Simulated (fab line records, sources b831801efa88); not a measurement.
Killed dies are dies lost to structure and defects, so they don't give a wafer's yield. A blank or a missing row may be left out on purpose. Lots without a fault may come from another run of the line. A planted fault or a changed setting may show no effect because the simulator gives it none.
Which tool did it? | flow gf180mcu | 11 lots, 33 wafers sampled, at 5 steps of a route of 602

WHAT THE GAUGES READ, wafer by wafer
GF_V5_THK_MEAS_03. Usual: V5_CVD_02_THK 1446 nm, standard deviation 25.
lot  | measured     | on            | V5_CVD_02_THK (nm) | flag
L206 | day 26 06:29 | film_metro-03 | 1424 1436 1440     |
L208 | day 26 20:04 | film_metro-02 | 1448 1455 1490     |
L209 | day 27 05:42 | film_metro-02 | 1416 1436 1463     |
L212 | day 28 01:58 | film_metro-03 | 1460 1473 1478     |
L214 | day 28 16:24 | film_metro-02 | 1434 1468 1477     |
L216 | day 29 18:55 | film_metro-01 | 1460 1457 1471     |
L217 | day 30 00:50 | film_metro-03 | 1440 1405 1460     |
L224 | day 31 12:59 | film_metro-03 | 1453 1467 1435     |
L226 | day 32 02:40 | film_metro-02 | 1450 1468 1489     |
L228 | day 32 16:31 | film_metro-02 | 1449 1467 1476     |
L229 | day 33 01:49 | film_metro-02 | 1401 1431 1441     |

GF_V5_RS_MEAS_24: measures by four-point-probe. Usual: V5_W_RS 0.3277 ohm/sq, standard deviation 0.003.
lot  | measured     | on            | V5_W_RS (ohm/sq)     | flag
L206 | day 27 04:16 | film_metro-01 | 0.3286 0.3269 0.3233 |
L208 | day 27 17:28 | film_metro-02 | 0.3273 0.3306 0.3287 |
L209 | day 28 03:34 | film_metro-03 | 0.3330 0.3297 0.3316 |
L212 | day 28 23:15 | film_metro-03 | 0.3293 0.3272 0.3295 |
L214 | day 29 13:11 | film_metro-03 | 0.3254 0.3232 0.3262 |
L216 | day 30 14:29 | film_metro-02 | 0.3825 0.3779 0.3826 | OFF
L217 | day 30 20:20 | film_metro-01 | 0.3853 0.3809 0.3838 | OFF
L224 | day 32 08:20 | film_metro-01 | 0.3272 0.3251 0.3309 |
L226 | day 32 20:55 | film_metro-02 | 0.3278 0.3248 0.3249 |
L228 | day 33 09:05 | film_metro-03 | 0.3277 0.3290 0.3295 |
L229 | day 33 18:58 | film_metro-01 | 0.3302 0.3294 0.3274 |

GF_V5_THK_MEAS_25: measures by xrf. Usual: V5_W_THK 356 nm, standard deviation 4.2.
lot  | measured     | on            | V5_W_THK (nm) | flag
L206 | day 27 04:23 | film_metro-01 | 357 359 366   |
L208 | day 27 17:35 | film_metro-02 | 356 353 354   |
L209 | day 28 03:41 | film_metro-03 | 349 354 351   |
L212 | day 28 23:22 | film_metro-03 | 353 355 351   |
L214 | day 29 13:17 | film_metro-03 | 358 363 358   |
L216 | day 30 14:37 | film_metro-02 | 307 310 308   | OFF
L217 | day 30 20:26 | film_metro-01 | 299 303 302   | OFF
L224 | day 32 08:26 | film_metro-01 | 355 354 350   |
L226 | day 32 21:01 | film_metro-02 | 356 362 359   |
L228 | day 33 09:12 | film_metro-03 | 357 353 352   |
L229 | day 33 19:04 | film_metro-01 | 355 356 356   |

WHICH TOOL RAN EACH LOT (tool, then ch and the chambers of the sampled wafers, then the start)
lot  | GF_M5_METAL_ETCH_10               | GF_V5_CVD_23
L206 | rie_metal-02 ch 0,1, day 26 05:36 | cvd_w-02 ch 0,1, day 27 04:08
L208 | rie_metal-02 ch 0,1, day 26 19:10 | cvd_w-01 ch 0,1, day 27 17:20
L209 | rie_metal-02 ch 0,1, day 27 04:48 | cvd_w-01 ch 0,1, day 28 03:26
L212 | rie_metal-01 ch 0,1, day 28 01:06 | cvd_w-01 ch 0,1, day 28 23:07
L214 | rie_metal-01 ch 0,1, day 28 15:34 | cvd_w-01 ch 0,1, day 29 13:04
L216 | rie_metal-03 ch 0,1, day 29 18:04 | cvd_w-01 ch 0,1, day 30 14:23
L217 | rie_metal-03 ch 0,1, day 29 23:55 | cvd_w-01 ch 0,1, day 30 20:12
L224 | rie_metal-02 ch 0,1, day 31 12:07 | cvd_w-02 ch 0,1, day 32 08:14
L226 | rie_metal-02 ch 0,1, day 32 01:45 | cvd_w-02 ch 0,1, day 32 20:47
L228 | rie_metal-02 ch 0,1, day 32 15:37 | cvd_w-02 ch 0,1, day 33 08:58
L229 | rie_metal-03 ch 0,1, day 33 00:34 | cvd_w-02 ch 0,1, day 33 18:51
- GF_M5_METAL_ETCH_10: etches the open film in Cl2/BCl3, stops on SiO2, target depth 627.5 nm, time 104.6 s.
- GF_V5_CVD_23: deposits W, target thk 350 nm, time 104.9 s.

WHAT THE TOOLS THEMSELVES READ (means of the sampled wafers that have a number; where no wafer has one, the mark that the record gives instead)
GF_M5_METAL_ETCH_10. Usual: drypump_motor_current_A 5.7 A, standard deviation 0.35; oes_product_au 0.974 a.u., standard deviation 0.0077; rf_fwd_power_W 794.6 W, standard deviation 2.9; throttle_valve_pct 28.247 %, standard deviation 0.012.
lot  | tool         | drypump_motor_current_A (A) | oes_product_au (a.u.) | rf_fwd_power_W (W) | throttle_valve_pct (%) | flag
L206 | rie_metal-02 | 5.3                         | 0.976                 | 792.4              | 28.244                 |
L208 | rie_metal-02 | 5.3                         | 0.977                 | 796.1              | 28.240                 |
L209 | rie_metal-02 | 5.3                         | 0.977                 | 795.4              | 28.253                 |
L212 | rie_metal-01 | 5.8                         | 0.982                 | 796.5              | 28.237                 |
L214 | rie_metal-01 | 5.8                         | 0.972                 | 797.8              | 28.245                 |
L216 | rie_metal-03 | 5.8                         | 0.985                 | 793.8              | 28.234                 |
L217 | rie_metal-03 | 5.8                         | 0.971                 | 794.7              | 28.251                 |
L224 | rie_metal-02 | 5.3                         | 0.977                 | 796.1              | 28.239                 |
L226 | rie_metal-02 | 5.3                         | 0.972                 | 797.7              | 28.253                 |
L228 | rie_metal-02 | 5.3                         | 0.967                 | 792.6              | 28.265                 |
L229 | rie_metal-03 | 6.1                         | 0.972                 | 795.4              | 28.249                 |

GF_V5_CVD_23. Usual: chamber_pressure_Torr 40.01 Torr, standard deviation 0.087; heater_power_w 907 W, standard deviation 63.
lot  | tool     | chamber_pressure_Torr (Torr) | heater_power_w (W) | flag
L206 | cvd_w-02 | 40.00                        | 937                |
L208 | cvd_w-01 | 39.96                        | 871                |
L209 | cvd_w-01 | 39.98                        | 873                |
L212 | cvd_w-01 | 40.07                        | 898                |
L214 | cvd_w-01 | 40.03                        | 901                |
L216 | cvd_w-01 | 29.75                        | 867                | OFF
L217 | cvd_w-01 | 29.76                        | 875                | OFF
L224 | cvd_w-02 | 40.04                        | 959                |
L226 | cvd_w-02 | 39.97                        | 901                |
L228 | cvd_w-02 | 40.01                        | 950                |
L229 | cvd_w-02 | 40.05                        | 944                |

THE ANSWER, worked out from the rows above alone
Rule: a lot is off if the mean of its wafers that have a number lies more than 3 standard deviations from the usual mean. A lot without any number at a reading at which 4 lots or more have one is off too. The other lots that the step has rows for count as sound. The gauges are gone through in route order, then the tools' own readings, and for those a lot's mean is taken as printed above. The first step at which some lot is off is used, and at that step the reading that is off furthest; a lot without a number counts as furthest.
Off: L216, L217, at GF_V5_RS_MEAS_24 (V5_W_RS).
A tool fits if, at a process step before that reading, it ran every lot that is off, and no sound lot after the first of them. The gauges at GF_V5_RS_MEAS_24 aren't tried: what is off there is off at GF_V5_CVD_23 too, on other tools, and a gauge's error can't cause that. One fits: cvd_w-01 at GF_V5_CVD_23. Its last sound lot is L214 (day 29 13:04), its first lot that is off L216 (day 30 14:23): a fault that began between those two fits.
The tool's own readings at GF_V5_CVD_23 bear it out: on the lots that are off they differ by more than 5 times the standard deviation of the sound lots' means. chamber_pressure_Torr reads 29.76 Torr there against 40.01 Torr on the sound lots.

WHAT THE SIMULATOR HAD PUT IN
Process parameter drift: cvd_w-01, from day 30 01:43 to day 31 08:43, at GF_V5_CVD_23. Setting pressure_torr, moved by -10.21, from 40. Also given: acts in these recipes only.
Lots struck among those shown: L216, L217. The rule above found the same.
